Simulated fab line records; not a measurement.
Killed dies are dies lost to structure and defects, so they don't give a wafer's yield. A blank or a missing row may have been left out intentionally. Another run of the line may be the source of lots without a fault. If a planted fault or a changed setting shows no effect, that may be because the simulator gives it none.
A single fault, viewed from 2 desks + flow sky130 + only its own numbers are on each desk; what lay behind them is given at the end

## THE METROLOGY DESK
Means of the sampled wafers that have a number, per lot and without regard to the tool the lot ran on: this is what the gauges read. A lot is out of limits, marked OUT, if its mean lies more than 4 standard deviations from the usual mean; the brackets give that distance.
Columns: A = METAL2_ALCU_THK at SKY_METAL2_THK_MEAS_06, usual 243.3 nm; B = cdNm at SKY_VIA2_CD_MEAS_12, usual 200.3 nm; C = CAPM_TIN_RS at SKY_CAPM_RS_MEAS_03, usual 7.08 ohm/sq; D = CAPM_TIN_THK at SKY_CAPM_THK_MEAS_04, usual 193.6 nm
| lot  | first seen here | A     | B     | C    | D     |
|------|-----------------|-------|-------|------|-------|
| L212 | day 35 06:39    | 244.4 | 200.0 | 7.03 | 197.1 |
| L214 | day 36 16:49    | 245.9 | 199.7 | 6.98 | 196.5 |
| L215 | day 36 23:19    | 242.7 | 199.6 | 7.08 | 194.2 |
| L216 | day 37 05:11    | 242.5 | 200.1 | 7.05 | 193.6 |
| L218 | day 37 19:38    | 242.6 | 199.5 | 6.88 | 199.2 |
| L223 | day 39 11:50    | 240.2 | 198.2 | 6.84 | 200.1 |
| L230 | day 41 19:43    | 245.4 | 198.3 | 7.14 | 192.7 |
| L232 | day 42 10:26    | 242.7 | 198.7 | 6.99 | 194.7 |
| L233 | day 42 15:41    | 246.0 | 200.5 | 7.18 | 191.6 |
| L234 | day 42 20:08    | 246.7 | 200.7 | 7.08 | 192.7 |
This desk's verdict: no lot among the 10 shows anything out of limits.

## FOR THE TOOL OWNER'S DESK: pvdSputter-02
At SKY_CAPM_SPUTTER_02 (material TiN, target thk 200 nm, time 166.7 s) the tool's own readings: per lot run on this tool, the mean of the sampled wafers that have a number. A lot is out of limits, marked OUT, if its mean lies more than 4 standard deviations from the usual mean; the brackets give that distance.
Columns: A = throttleValvePct at SKY_CAPM_SPUTTER_02, usual 30.4 %
| lot  | first seen here | A    |
|------|-----------------|------|
| L214 | day 39 06:25    | 30.8 |
| L215 | day 39 13:20    | 29.9 |
| L216 | day 39 19:29    | 30.9 |
| L218 | day 40 09:37    | 31.3 |
| L223 | day 41 21:42    | 30.8 |
| L232 | day 44 13:37    | 30.7 |
| L233 | day 44 17:40    | 31.0 |
| L234 | day 44 22:13    | 30.8 |
This desk's verdict: no lot among the 8 shows anything out of limits.

## TAKEN TOGETHER
The metrology desk saw nothing out of limits.
The tool owner's desk saw nothing out of limits.

## WHAT THE SIMULATOR HAD INSERTED
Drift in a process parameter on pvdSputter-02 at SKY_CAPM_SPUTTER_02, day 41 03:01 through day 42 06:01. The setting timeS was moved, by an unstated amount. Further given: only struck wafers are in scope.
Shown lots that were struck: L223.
